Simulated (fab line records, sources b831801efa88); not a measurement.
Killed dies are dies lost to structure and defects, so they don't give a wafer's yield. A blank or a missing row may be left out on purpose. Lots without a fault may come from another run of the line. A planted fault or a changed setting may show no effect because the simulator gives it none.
Split-lot experiment | flow sky130 | 5 lots, 23 wafers read, on a route of 708 steps

THE SPLIT
At SKY_VT_ADJUST_LVTN_SOFTBAKE_14 (time 60 s), the setting temp_c was moved away from the recipe's 90 C on 5 of the 23 wafers read, by -4.0% to -1.2%. The other wafers ran this setting at the recipe's value.

FROM THE SPLIT TO THE READING: what the file shows between them, 2 steps
- SKY_VT_ADJUST_LVTN_EXPOSE_15: exposes mask HVN STD DERIVED, target cd 600 nm
- SKY_VT_ADJUST_LVTN_PEB_16

THE READING
NOVOLAK_of_VT_ADJUST_LVTN_COAT_13.thk_nm (the simulator's own value, which no gauge read), in nm, at SKY_VT_ADJUST_LVTN_DEVELOP_17 (develop time 60 s). The file gives no usual value for it. The 18 wafers here that ran the recipe average 1135 nm, standard deviation 2.2 nm.

wafer  | tool, chamber at the split | temp_c as run, C | against the recipe | NOVOLAK_of_VT_ADJUST_LVTN_COAT_13.thk_nm, nm | against lot-mates on the recipe
L074.1 | litho_track-03, 0          | 90               | recipe             | 1136                                         | -
L074.2 | litho_track-03, 0          | 88.95            | -1.2%              | 1137                                         | +0
L074.3 | litho_track-03, 0          | 88.95            | -1.2%              | 1140                                         | +4
L074.4 | litho_track-03, 0          | 88.95            | -1.2%              | 1140                                         | +4
L074.5 | litho_track-03, 0          | 90               | recipe             | 1137                                         | -
L075.1 | litho_track-04, 0          | 90               | recipe             | 1134                                         | -
L075.4 | litho_track-04, 0          | 90               | recipe             | 1132                                         | -
L075.5 | litho_track-04, 0          | 90               | recipe             | 1135                                         | -
L077.1 | litho_track-04, 0          | 86.36            | -4.0%              | 1144                                         | +11
L077.2 | litho_track-04, 0          | 90               | recipe             | 1133                                         | -
L077.6 | litho_track-04, 0          | 90               | recipe             | 1133                                         | -
L077.4 | litho_track-04, 0          | 90               | recipe             | 1132                                         | -
L077.5 | litho_track-04, 0          | 86.36            | -4.0%              | 1145                                         | +12
L080.2 | litho_track-04, 0          | 90               | recipe             | 1137                                         | -
L080.3 | litho_track-04, 0          | 90               | recipe             | 1134                                         | -
L080.4 | litho_track-04, 0          | 90               | recipe             | 1134                                         | -
L080.6 | litho_track-04, 0          | 90               | recipe             | 1134                                         | -
L080.5 | litho_track-04, 0          | 90               | recipe             | 1132                                         | -
L084.1 | litho_track-03, 0          | 90               | recipe             | 1137                                         | -
L084.2 | litho_track-03, 0          | 90               | recipe             | 1137                                         | -
L084.5 | litho_track-03, 0          | 90               | recipe             | 1137                                         | -
L084.3 | litho_track-03, 0          | 90               | recipe             | 1135                                         | -
L084.6 | litho_track-03, 0          | 90               | recipe             | 1140                                         | -

THE FIT
A straight line over all 23 wafers: NOVOLAK_of_VT_ADJUST_LVTN_COAT_13.thk_nm changes by -2.45 nm for each +1% of temp_c; r = -0.81; the points scatter about the line by 2.1 nm.
The same after taking each lot's own level away (the mean of its wafers on the recipe; 23 wafers): -2.87 nm for each +1%; r = -0.93; scatter 1.4 nm.
On that fit, the largest move of temp_c shifts the reading by 12 nm.
The lots' own levels span 1132.7 to 1137.2 nm, that is 2.1 times the standard deviation above.
So the lot-to-lot level changes the slope: the two fits differ.
Check: with one of the wafers moved furthest among these (-4.0%) left out of the fit, the line predicts +11.6 nm for it against its lot-mates. It came out at +11.3 nm against them.

THE WHOLE CHAIN: every reading that the file lists as answering this split, in the file's order
step                          | what it does      | reading                                                                                   | change (the file's fit)              | r (the file's)
SKY_VT_ADJUST_LVTN_DEVELOP_17 | develop time 60 s | NOVOLAK_of_VT_ADJUST_LVTN_COAT_13.thk_nm (the simulator's own value, which no gauge read) | -2.9 nm for each +1% of the setting  | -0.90
SKY_VT_ADJUST_LVTN_STRIP_20   | strips in O2/N2   | strip_time_to_endpoint_s                                                                  | withheld for each +1% of the setting | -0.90

THE FILE'S OWN FIT
NOVOLAK_of_VT_ADJUST_LVTN_COAT_13.thk_nm changes by -2.9 nm for each +1% of temp_c, r = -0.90.
